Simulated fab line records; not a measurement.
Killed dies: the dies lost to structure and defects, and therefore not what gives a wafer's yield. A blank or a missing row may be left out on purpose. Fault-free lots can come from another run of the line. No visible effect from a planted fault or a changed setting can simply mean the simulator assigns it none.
fab line records	flow sky130
record: lots: 6	wafers: 18	lastDay: 49
route steps=708 shown METAL4@598 CAP2M@603 PAD_OPEN@708
lots with no fault: from the same line, run without faults
startH: hours from the record's opening day to when the first of the lot's shown wafers began	waitH: hours since the lot's step before	" as in the row above	L1.1+2: a single row standing in for several wafers	- no value, or no start given	* or withheld: withheld	< > ~ a bound
route shown NAME@n: a module of which the file shows steps, and the number in the route of the first	usual: mean/standard deviation of fault-free wafers	same: alike in all rows	chamber/n: place in a boat	sites: per-site readings	_std_site: the standard deviation of these	_edge_site: inner sites' mean taken away from outer sites' mean	radiusMm: how far each site lies from the wafer's centre	mask NAME#n: copy n	behind: tool/chamber where the wafer was last shaped	hold: reason for holding the lot/hours on hold/outcome of the hold	device: whichever transistor did not switch (one of n, p or np)	end of line: tests run on the same wafers once the route is complete	a step given without rows: its recipe and nothing more	killed: dies lost to structure and defects at the first sort, not the wafer's yield	map: shows each die of a wafer: x if killed, . if not, _ if none is there
set.NAME: setting as actually run; set.NAME@STEP: the setting as run at that earlier step	model.NAME: the simulator's own value behind a step, which no gauge read
lots seen at some steps along the route; tables by step, rows by wafer
services: when a tool's chamber went out of use (startH, in hours from the record's first day, below 0 if earlier), for how many hours, and the reason
== steps ==
step: SKY_METAL4_SPUTTER_00
recipe: material: Ti	targetThkNm: 15	powerW: 3000	timeS: 10	chamberPressurePa: 0.4
usual: cathodeDcPowerW: 3000.0/0.52	throttleValvePct: 29.8/0.6
lot.wafer	tool	chamber	startH	waitH	cathodeDcPowerW	throttleValvePct
L759.2	pvdSputter-02	-	924.51	0.1	2999.7	30.9
L759.3	"	-	"	"	2999.9	29.1
L759.4	"	-	"	"	3000.4	30.0
L767.3	pvdSputter-02	-	990.97	0.2	3000.3	31.2
L767.4	"	-	"	"	2999.9	29.2
L767.5	"	-	"	"	2999.7	29.4
L768.1	pvdSputter-03	-	996.30	0.2	2999.9	29.9
L768.4	"	-	"	"	2999.6	30.0
L768.6	"	-	"	"	2999.8	29.2
L774.1	pvdSputter-03	-	1027.41	0.2	3000.0	29.1
L774.4	"	-	"	"	2999.8	29.3
L774.6	"	-	"	"	2999.9	29.6
L776.2	pvdSputter-02	-	1050.35	0.1	3000.6	31.0
L776.3	"	-	"	"	2999.6	28.9
L776.4	"	-	"	"	3000.3	29.3
L777.2	pvdSputter-02	-	1051.46	0.2	3000.3	29.4
L777.5	"	-	"	"	2999.4	31.1
L777.6	"	-	"	"	3000.2	28.9
step: SKY_METAL4_SPUTTER_01
recipe: material: TiN	targetThkNm: 20	powerW: 6500	timeS: 16.7	chamberPressurePa: 0.4
usual: cathodeDcPowerW: 6500.0/1.2	throttleValvePct: 29.8/0.59
lot.wafer	tool	chamber	startH	waitH	cathodeDcPowerW	throttleValvePct
L759.2	pvdSputter-02	-	924.53	0.0	6499.9	30.6
L759.3	"	-	"	"	6500.4	28.9
L759.4	"	-	"	"	6499.9	30.2
L767.3	pvdSputter-02	-	991.00	0.0	6499.2	31.2
L767.4	"	-	"	"	6501.0	29.2
L767.5	"	-	"	"	6500.6	29.1
L768.1	pvdSputter-03	-	996.32	0.0	6501.4	29.9
L768.4	"	-	"	"	6498.5	30.0
L768.6	"	-	"	"	6498.7	29.0
L774.1	pvdSputter-03	-	1027.44	0.0	6500.2	29.4
L774.4	"	-	"	"	6500.6	29.6
L774.6	"	-	"	"	6501.1	29.6
L776.2	pvdSputter-02	-	1050.38	0.0	6500.2	30.9
L776.3	"	-	"	"	6497.5	29.2
L776.4	"	-	"	"	6500.9	29.2
L777.2	pvdSputter-02	-	1051.48	0.0	6502.5	29.2
L777.5	"	-	"	"	6498.2	31.0
L777.6	"	-	"	"	6499.6	29.0
step: SKY_METAL4_SPUTTER_02
recipe: material: AlCu	targetThkNm: 735	powerW: 10600	timeS: 39.1	chamberPressurePa: 0.4
step: SKY_METAL4_SPUTTER_03
recipe: material: Ti	targetThkNm: 5	powerW: 3000	timeS: 3.3	chamberPressurePa: 0.4
usual: cathodeDcPowerW: 3000.1/0.57	throttleValvePct: 29.8/0.57
lot.wafer	tool	chamber	startH	waitH	cathodeDcPowerW	throttleValvePct
L759.2	pvdSputter-02	-	924.60	0.0	3000.4	30.8
L759.3	"	-	"	"	3000.5	29.2
L759.4	"	-	"	"	3000.3	29.9
L767.3	pvdSputter-02	-	991.06	0.0	2999.2	31.2
L767.4	"	-	"	"	3001.4	29.1
L767.5	"	-	"	"	2999.9	29.3
L768.1	pvdSputter-03	-	996.39	0.0	2999.4	30.1
L768.4	"	-	"	"	2999.5	30.1
L768.6	"	-	"	"	3000.9	28.8
L774.1	pvdSputter-03	-	1027.50	0.0	3000.4	29.2
L774.4	"	-	"	"	3000.9	29.7
L774.6	"	-	"	"	3000.2	29.8
L776.2	pvdSputter-02	-	1050.44	0.0	2999.7	30.7
L776.3	"	-	"	"	3001.0	29.2
L776.4	"	-	"	"	2998.7	29.5
L777.2	pvdSputter-02	-	1051.54	0.0	2999.5	29.1
L777.5	"	-	"	"	2999.5	31.0
L777.6	"	-	"	"	3000.1	29.0
step: SKY_METAL4_SPUTTER_04
recipe: material: TiN	targetThkNm: 70	powerW: 6500	timeS: 58.3	chamberPressurePa: 0.4
usual: cathodeDcPowerW: 6500.1/1.2	throttleValvePct: 29.8/0.59
lot.wafer	tool	chamber	startH	waitH	cathodeDcPowerW	throttleValvePct
L759.2	pvdSputter-02	-	924.61	0.0	6501.3	31.1
L759.3	"	-	"	"	6499.0	28.9
L759.4	"	-	"	"	6499.8	29.8
L767.3	pvdSputter-02	-	991.08	0.0	6498.6	30.8
L767.4	"	-	"	"	6500.7	29.0
L767.5	"	-	"	"	6500.8	29.1
L768.1	pvdSputter-03	-	996.40	0.0	6500.7	29.9
L768.4	"	-	"	"	6501.3	29.8
L768.6	"	-	"	"	6501.3	29.2
L774.1	pvdSputter-03	-	1027.52	0.0	6501.8	29.5
L774.4	"	-	"	"	6501.2	29.8
L774.6	"	-	"	"	6500.5	29.7
L776.2	pvdSputter-02	-	1050.46	0.0	6500.9	31.1
L776.3	"	-	"	"	6498.3	29.0
L776.4	"	-	"	"	6501.2	29.2
L777.2	pvdSputter-02	-	1051.56	0.0	6499.5	29.4
L777.5	"	-	"	"	6501.2	31.0
L777.6	"	-	"	"	6498.8	29.4
step: SKY_CAP2M_CVD_00
recipe: material: SiO2	targetThkNm: 15.5	tempC: 400	timeS: withheld	rfW: 450
step: SKY_CAP2M_THK_MEAS_01
recipe: reads: SiO2_of_CAP2M_CVD_00
usual: CAP2M_CVD_00_THK: 15.53/0.22
lot.wafer	tool	chamber	startH	waitH	CAP2M_CVD_00_THK[nm]
L759.2	filmMetro-01	-	924.69	-	15.34
L759.3	"	-	"	"	15.30
L759.4	"	-	"	"	15.63
L767.3	filmMetro-03	-	991.18	-	15.35
L767.4	"	-	"	"	15.41
L767.5	"	-	"	"	15.48
L768.1	filmMetro-04	-	996.47	-	15.40
L768.4	"	-	"	"	15.73
L768.6	"	-	"	"	15.39
L774.1	filmMetro-04	-	1027.59	-	15.33
L774.4	"	-	"	"	15.44
L774.6	"	-	"	"	15.61
L776.2	filmMetro-01	-	1050.55	-	15.25
L776.3	"	-	"	"	15.59
L776.4	"	-	"	"	15.61
L777.2	filmMetro-03	-	1051.64	-	15.23
L777.5	"	-	"	"	15.60
L777.6	"	-	"	"	15.89
step: SKY_CAP2M_SPUTTER_02
recipe: material: TiN	targetThkNm: 200	tempC: 300	powerW: 6500	timeS: 166.7	chamberPressurePa: 0.4
usual: cathodeDcPowerW: 6500.0/1.3	throttleValvePct: 30.2/1.2
lot.wafer	tool	chamber	startH	waitH	cathodeDcPowerW	throttleValvePct
L759.2	pvdSputter-02	-	924.74	0.0	6498.7	29.1
L759.3	"	-	"	"	6499.2	29.0
L759.4	"	-	"	"	6500.1	29.7
L767.3	pvdSputter-03	-	991.22	0.0	6501.5	29.5
L767.4	"	-	"	"	6501.8	30.0
L767.5	"	-	"	"	6500.2	29.3
L768.1	pvdSputter-04	-	996.53	0.1	6500.0	32.2
L768.4	"	-	"	"	6499.8	29.4
L768.6	"	-	"	"	6498.3	32.2
L774.1	pvdSputter-04	-	1027.65	0.1	6501.7	31.5
L774.4	"	-	"	"	6499.7	32.6
L774.6	"	-	"	"	6498.0	32.2
L776.2	pvdSputter-03	-	1050.60	0.0	6500.4	29.4
L776.3	"	-	"	"	6498.6	29.9
L776.4	"	-	"	"	6500.2	29.9
L777.2	pvdSputter-03	-	1051.69	0.0	6500.6	29.8
L777.5	"	-	"	"	6500.9	29.9
L777.6	"	-	"	"	6500.4	29.9
step: SKY_CAP2M_RS_MEAS_03
recipe: thkMeasGauge: four-point-probe	reads: TiN_of_CAP2M_SPUTTER_02
usual: CAP2M_TIN_RS: 6.95/0.066
lot.wafer	tool	chamber	startH	waitH	CAP2M_TIN_RS[ohm/sq]
L759.2	filmMetro-04	-	924.87	0.1	6.83
L759.3	"	-	"	"	6.91
L759.4	"	-	"	"	6.89
L767.3	filmMetro-03	-	991.37	0.1	6.93
L767.4	"	-	"	"	6.88
L767.5	"	-	"	"	6.88
L768.1	filmMetro-01	-	996.64	0.1	6.93
L768.4	"	-	"	"	7.06
L768.6	"	-	"	"	6.93
L774.1	filmMetro-03	-	1027.76	0.1	6.98
L774.4	"	-	"	"	7.00
L774.6	"	-	"	"	6.96
L776.2	filmMetro-04	-	1050.73	0.1	6.95
L776.3	"	-	"	"	7.02
L776.4	"	-	"	"	7.01
L777.2	filmMetro-03	-	1051.82	0.1	6.99
L777.5	"	-	"	"	6.92
L777.6	"	-	"	"	6.97
step: SKY_CAP2M_THK_MEAS_04
recipe: thkMeasGauge: xrf	reads: TiN_of_CAP2M_SPUTTER_02
usual: CAP2M_TIN_THK: 200.2/2.2
lot.wafer	tool	chamber	startH	waitH	CAP2M_TIN_THK[nm]
L759.2	filmMetro-04	-	924.98	0.1	202.8
L759.3	"	-	"	"	201.9
L759.4	"	-	"	"	201.9
L767.3	filmMetro-03	-	991.47	0.1	199.8
L767.4	"	-	"	"	201.3
L767.5	"	-	"	"	201.5
L768.1	filmMetro-01	-	996.76	0.1	200.5
L768.4	"	-	"	"	196.4
L768.6	"	-	"	"	199.5
L774.1	filmMetro-03	-	1027.88	0.1	198.7
L774.4	"	-	"	"	198.0
L774.6	"	-	"	"	199.3
L776.2	filmMetro-04	-	1050.84	0.1	201.2
L776.3	"	-	"	"	199.4
L776.4	"	-	"	"	199.1
L777.2	filmMetro-03	-	1051.93	0.1	198.0
L777.5	"	-	"	"	199.4
L777.6	"	-	"	"	197.7
step: SKY_CAP2M_DEHYDRATE_05
recipe: tempC: 200	timeS: 60
step: SKY_CAP2M_HMDS_06
recipe: primeTimeS: 60	primeTempC: 120
step: SKY_CAP2M_COAT_07
recipe: resist: NOVOLAK	spinRpm: 3000	resistThkNm: 1140
usual: spinSpeedRpm: 3000.1/2
lot.wafer	tool	chamber	startH	waitH	spinSpeedRpm	model.NOVOLAK_of_CAP2M_COAT_07.thkNm
L759.2	lithoTrack-04	0	936.78	0.1	2997.3	1142
L759.3	"	0	"	"	2997.9	1135
L759.4	"	0	"	"	2998.4	1140
L767.3	lithoTrack-02	0	1002.62	0.1	2626.9	1224
L767.4	"	0	"	"	2625.5	1223
L767.5	"	0	"	"	2626.2	1222
L768.1	lithoTrack-02	0	1007.87	0.1	2630.8	1214
L768.4	"	0	"	"	2629.3	1214
L768.6	"	0	"	"	2625.9	1215
L774.1	lithoTrack-04	0	1038.30	0.1	3001.4	1145
L774.4	"	0	"	"	2999.1	1144
L774.6	"	0	"	"	2999.0	1139
L776.2	lithoTrack-03	0	1061.42	0.1	2999.2	1141
L776.3	"	0	"	"	3004.4	1145
L776.4	"	0	"	"	2999.4	1142
L777.2	lithoTrack-02	0	1062.10	0.1	3003.0	1144
L777.5	"	0	"	"	3004.6	1140
L777.6	"	0	"	"	3002.5	1143
step: SKY_CAP2M_SOFTBAKE_08
recipe: tempC: 90	timeS: 60	resist: NOVOLAK
step: SKY_CAP2M_EXPOSE_09
recipe: maskId: CAP2M	na: 0.6	sourceShape: conventional	sigmaOuter: 0.6	polarization: unpolarized	targetCdNm: 1000	doseMj: 159
step: SKY_CAP2M_PEB_10
recipe: tempC: withheld	timeS: *	resist: NOVOLAK
step: SKY_CAP2M_DEVELOP_11
recipe: resist: NOVOLAK	developer: TMAH	developTimeS: 60	devTempC: 23
step: SKY_CAP2M_OVL_MEAS_12
usual: CAP2M_OVL: 0.6/1.5
lot.wafer	tool	chamber	startH	waitH	CAP2M_OVL[nm]
L759.2	overlay-02	-	949.00	0.1	0.0
L759.3	"	-	"	"	1.2
L759.4	"	-	"	"	0.7
L767.3	overlay-02	-	1014.26	0.1	1.6
L767.4	"	-	"	"	0.6
L767.5	"	-	"	"	-1.6
L768.1	overlay-01	-	1019.34	0.1	-0.6
L768.4	"	-	"	"	-1.0
L768.6	"	-	"	"	-2.5
L774.1	overlay-02	-	1049.40	0.1	1.2
L774.4	"	-	"	"	2.6
L774.6	"	-	"	"	-0.3
L776.2	overlay-01	-	1071.86	0.1	1.4
L776.3	"	-	"	"	1.7
L776.4	"	-	"	"	0.8
L777.2	overlay-01	-	1072.93	0.1	2.7
L777.5	"	-	"	"	-2.3
L777.6	"	-	"	"	2.2
step: SKY_CAP2M_METAL_ETCH_13
recipe: targetDepthNm: 220	stopOn: SiO2	chemistry: Cl2/BCl3	target: TiN	pressureMtorr: 10	icpW: 900	biasW: 48.5	Cl2_flow_sccm: 60	bcl3FlowSccm: 30	timeS: 62.9
usual: bcl3FlowSccm: 29.98/0.082	drypumpMotorCurrentA: 5.5/0.56	heBacksideLeakSccm: 3.4/0.4	mfcCl2Sccm: 60.00/0.16	oesProductAu: 0.939/0.0068	rfFwdPowerW: 892/3.6	throttleValvePct: 21.902/0.0098
lot.wafer	tool	chamber	startH	waitH	bcl3FlowSccm	drypumpMotorCurrentA	heBacksideLeakSccm	mfcCl2Sccm	oesProductAu	rfFwdPowerW	rfHoursCounterH	throttleValvePct	model.NOVOLAK_of_CAP2M_COAT_07.thkNm	model.CAP2M.cdNm
L759.2	rieMetal-01	0	949.03	0.0	30.08	6.2	3.3	60.02	0.950	894	11	21.900	997.6	997.8
L759.3	"	0	"	"	30.03	6.2	3.5	59.90	0.944	893	-	21.898	990.8	997.9
L759.4	"	1	"	"	30.04	4.7	3.1	60.19	0.942	900	-	21.918	992.4	999.8
L767.3	rieMetal-04	0	1014.31	0.0	29.84	5.9	3.5	59.93	0.943	895	-	21.916	1078	1007
L767.4	"	1	"	"	29.95	5.8	3.2	59.89	0.933	890	-	21.900	1077	1004
L767.5	"	0	"	"	30.03	5.9	3.3	60.19	0.939	893	-	21.900	1075	1004
L768.1	rieMetal-04	0	1019.38	0.0	30.05	5.9	3.5	60.08	0.941	893	8	21.893	1068	1005
L768.4	"	1	"	"	29.91	5.8	3.2	60.11	0.931	892	-	21.908	1067	1005
L768.6	"	0	"	"	30.04	5.9	3.5	59.93	0.940	894	-	21.888	1067	1007
L774.1	rieMetal-03	0	1049.44	0.0	29.90	5.9	3.3	60.06	0.925	892	16	21.892	999.2	1005
L774.4	"	1	"	"	30.12	4.8	3.5	60.02	0.933	894	-	21.897	998.1	1004
L774.6	"	1	"	"	29.91	4.8	3.7	59.86	0.940	893	-	21.894	993.6	1004
L776.2	rieMetal-01	1	1071.89	0.0	30.02	4.8	3.3	60.15	0.933	895	11	21.899	994.2	996.2
L776.3	"	1	"	"	29.92	4.8	3.2	60.16	0.943	896	-	21.908	998.4	999.2
L776.4	"	0	"	"	29.84	6.3	3.4	60.01	0.932	888	-	21.916	999.8	998
L777.2	rieMetal-03	1	1072.99	0.0	30.09	4.8	3.4	59.92	0.934	896	-	21.885	998.8	1001
L777.5	"	1	"	"	29.99	4.8	3.3	60.08	0.943	898	-	21.892	993.7	999.2
L777.6	"	1	"	"	30.01	4.8	3.6	59.95	0.939	893	-	21.915	996.9	1002
step: SKY_CAP2M_STRIP_14
recipe: chemistry: O2/N2	powerW: 1400	pressureMtorr: 1500	platenTempC: withheld	o2FlowSccm: 3000	n2FlowSccm: 300	overashFraction: 0.5
usual: drypumpMotorCurrentA: 6.0/0.35	n2FlowSccm: 300.1/0.86	o2FlowSccm: 3000/8.8	oesProductAu: 0.710/0.0048	stripTimeToEndpointS: 12.68/0.044
lot.wafer	tool	chamber	startH	waitH	drypumpMotorCurrentA	n2FlowSccm	o2FlowSccm	oesProductAu	rfHoursCounterH	stripTimeToEndpointS
L759.2	plasmaAsher-02	1	949.11	0.1	5.8	299.5	2998	0.705	49	12.70
L759.3	"	1	"	"	5.7	301.5	2987	0.706	-	12.61
L759.4	"	0	"	"	6.1	300.1	2998	0.708	-	12.65
L767.3	plasmaAsher-01	1	1014.40	0.1	6.1	300.9	3003	0.706	-	13.55
L767.4	"	0	"	"	6.6	299.7	3002	0.708	-	13.54
L767.5	"	0	"	"	6.6	300.1	3000	0.711	-	13.52
L768.1	plasmaAsher-01	0	1019.46	0.1	6.6	300.0	3001	0.711	124	13.43
L768.4	"	1	"	"	6.1	300.4	2996	0.711	-	13.43
L768.6	"	1	"	"	6.1	299.8	3001	0.704	-	13.43
L774.1	plasmaAsher-01	0	1049.57	0.1	6.6	298.6	3005	0.711	129	12.72
L774.4	"	0	"	"	6.6	300.4	3007	0.710	-	12.70
L774.6	"	1	"	"	6.1	300.0	3004	0.708	-	12.64
L776.2	plasmaAsher-02	1	1071.96	0.1	5.7	300.2	3008	0.710	64	12.67
L776.3	"	0	"	"	6.1	299.4	2999	0.707	-	12.71
L776.4	"	1	"	"	5.8	301.4	3003	0.714	-	12.73
L777.2	plasmaAsher-02	0	1073.12	0.1	6.1	299.5	3007	0.714	64	12.71
L777.5	"	1	"	"	5.7	300.0	3009	0.713	-	12.65
L777.6	"	0	"	"	6.1	298.8	2999	0.712	-	12.68
step: SKY_CAP2M_STRIP_15
recipe: chemistry: postEtchResidueRemover	timeS: 1200	tempC: 72.5
step: SKY_PAD_OPEN_PROBE_99
usual: defectLimitedYield: 82.4/1.8	killed_at_M0_to_M3: 43/6.5	killed_at_M4_up: 3.2/1.8	killedAtContacts: 24/5.2	killedAtFrontEnd: 15/4	killedAtOther: 0.4/0.69	killedDies: 86/8.7	killedOpen: 47/7	killedShort: 39/5.7	sort_bin_3_pad_short: 0.9/0.43	sort_bin_5_function: 10.5/1.4	sort_bin_6_memory: 6.2/1.2	sortNPass: 406/8.7	sortYieldPct: 82.4/1.8
same: grossDies: 492	killedAtBackSide: 0	sort_bin_4_leakage[%]: 0	sort_bin_8_speed[%]: 0
lot.wafer	tool	chamber	startH	waitH	defectLimitedYield[%]	killed_at_M0_to_M3	killed_at_M4_up	killedAtContacts	killedAtFrontEnd	killedAtOther	killedDies	killedOpen	killedShort	sort_bin_3_pad_short[%]	sort_bin_5_function[%]	sort_bin_6_memory[%]	sortNPass	sortYieldPct[%]
L759.2	prober-02	-	1073.67	0.1	86.0	27	2	28	11	1	69	39	29	0.4	7.9	5.7	423	86.0
L759.3	prober-02	-	1073.72	0.2	82.9	36	1	32	15	0	84	37	47	1.2	10.6	5.3	408	82.9
L759.4	prober-02	-	1073.77	0.2	82.5	41	2	28	14	1	86	47	39	0.4	10.6	6.5	406	82.5
L767.3	prober-02	-	1126.62	0.2	81.9	43	2	23	20	1	89	56	32	0.6	12.6	4.9	403	81.9
L767.4	prober-02	-	1126.67	0.2	79.9	46	3	27	20	3	99	60	37	0.8	11.8	7.5	393	79.9
L767.5	prober-02	-	1126.72	0.2	80.7	53	9	16	15	2	95	51	42	0.8	11.6	6.9	397	80.7
L777.2	prober-02	-	1174.62	0.1	82.5	43	6	20	17	0	86	42	44	0.4	12.6	4.5	406	82.5
L777.5	prober-02	-	1174.77	0.2	80.3	53	5	23	16	0	97	59	38	0.4	10.4	8.9	395	80.3
L777.6	prober-02	-	1174.82	0.2	83.5	43	2	22	14	0	81	46	35	1.0	8.9	6.5	411	83.5
killed by level:class
L759.2 LI_CONTACT:geometricParticle:open=11 CONTACT:geometricParticle:open=7 FIELD_ISO:geometricParticle:short=5 VIA2:geometricParticle:open=5 METAL2:geometricParticle:short=5 FIELD_ISO:geometricParticle:open=4 LI_CONTACT:geometricParticle:short=4 METAL1:geometricParticle:short=4
L759.3 VIA1:geometricParticle:open=10 LI_CONTACT:geometricParticle:open=8 LOCAL_INTERCONNECT:geometricParticle:short=8 METAL1:geometricParticle:short=7 CONTACT:geometricParticle:open=6 FIELD_ISO:geometricParticle:short=5 FIELD_ISO:geometricParticle:open=5 LI_CONTACT:geometricParticle:short=5
L759.4 LI_CONTACT:geometricParticle:open=10 CONTACT:geometricParticle:open=8 VIA1:geometricParticle:open=7 VIA2:geometricParticle:open=7 CONTACT:geometricParticle:short=5 FIELD_ISO:geometricParticle:short=4 METAL1:geometricParticle:short=4 VIA1:geometricParticle:short=4
L767.3 CONTACT:geometricParticle:open=10 VIA1:geometricParticle:open=10 METAL1:geometricParticle:short=9 FIELD_ISO:geometricParticle:short=7 LI_CONTACT:geometricParticle:open=7 VIA3:geometricParticle:open=7 FIELD_ISO:geometricParticle:open=6 VIA2:geometricParticle:open=5
L767.4 LI_CONTACT:geometricParticle:open=12 CONTACT:geometricParticle:open=9 VIA3:geometricParticle:open=9 VIA1:geometricParticle:open=8 VIA2:geometricParticle:open=7 POLY_GATE:geometricParticle:open=6 METAL1:geometricParticle:short=6 METAL2:geometricParticle:short=6
L767.5 VIA1:geometricParticle:open=18 VIA1:geometricParticle:short=8 METAL4:geometricParticle:short=7 FIELD_ISO:geometricParticle:short=6 LI_CONTACT:geometricParticle:open=6 CONTACT:geometricParticle:open=6 VIA2:geometricParticle:open=6 METAL2:geometricParticle:short=5
L777.2 VIA2:geometricParticle:open=12 POLY_GATE:geometricParticle:open=7 METAL1:geometricParticle:short=7 CONTACT:geometricParticle:open=6 LI_CONTACT:geometricParticle:short=5 VIA1:geometricParticle:short=5 VIA3:geometricParticle:short=5 FIELD_ISO:geometricParticle:short=4
L777.5 VIA1:geometricParticle:open=12 VIA2:geometricParticle:open=12 CONTACT:geometricParticle:open=9 VIA3:geometricParticle:open=7 VIA1:geometricParticle:short=7 METAL2:geometricParticle:short=6 POLY_GATE:geometricParticle:open=5 POLY_GATE:geometricParticle:short=5
L777.6 VIA1:geometricParticle:open=11 CONTACT:geometricParticle:open=8 LI_CONTACT:geometricParticle:open=6 VIA3:geometricParticle:open=6 VIA2:geometricParticle:open=6 METAL1:geometricParticle:short=5 FIELD_ISO:geometricParticle:short=4 LI_CONTACT:geometricParticle:short=4
== services ==
tool	chamber	startH	hours	kind
pvdSputter-04	-	902.12	25.9	repair
pvdSputter-02	-	944.13	11.5	repair
pvdSputter-04	0	954.33	-	consumableReplace:kit
pvdSputter-04	0	954.33	18.0	scheduledDown
pvdSputter-04	0	954.33	18.0	ventCycle
rieMetal-01	1	961.11	19.3	repair
pvdSputter-02	3	966.68	-	consumableReplace:kit
pvdSputter-02	3	966.68	18.0	scheduledDown
pvdSputter-02	3	966.68	18.0	ventCycle
rieMetal-01	0	981.77	23.3	repair
pvdSputter-03	-	983.16	2.4	repair
pvdSputter-03	2	993.79	-	consumableReplace:kit
pvdSputter-03	2	993.79	18.0	scheduledDown
pvdSputter-03	2	993.79	18.0	ventCycle
pvdSputter-03	-	1030.25	1.3	repair
plasmaAsher-02	-	1037.32	2.9	repair
rieMetal-01	-	1050.23	2.8	pm
plasmaAsher-01	-	1051.87	19.1	repair
plasmaAsher-01	-	1070.98	9.0	pm
plasmaAsher-01	0	1070.98	9.0	ventCycle
plasmaAsher-01	1	1070.98	9.0	ventCycle
== key ==
firstSign: step: SKY_CAP2M_COAT_07	reading: spinSpeedRpm	direction: down	sigmas: 99+	usual: 3000.1	struck: 2627.4
effect: step: SKY_CAP2M_STRIP_14	reading: stripTimeToEndpointS	direction: up	sigmas: 18	usual: *	struck: *
modelEffect: step: SKY_CAP2M_COAT_07	value: NOVOLAK_of_CAP2M_COAT_07.thkNm	without: 1141	struck: 1219
modelEffect: step: SKY_CAP2M_METAL_ETCH_13	value: NOVOLAK_of_CAP2M_COAT_07.thkNm	without: 994.1	struck: 1072
metAt SKY_CAP2M_COAT_07
struckWafers L767.3,L767.4,L767.5,L768.1,L768.4,L768.6
fault: kind: processParameterDrift	tool: lithoTrack-02	chamber: -	onsetH: 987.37	steps: SKY_CAP2M_COAT_07	channel: spinRpm	offset: -371.75	shape: step	endH: 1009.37	actsIn: theseRecipesOnly	stated: 3000
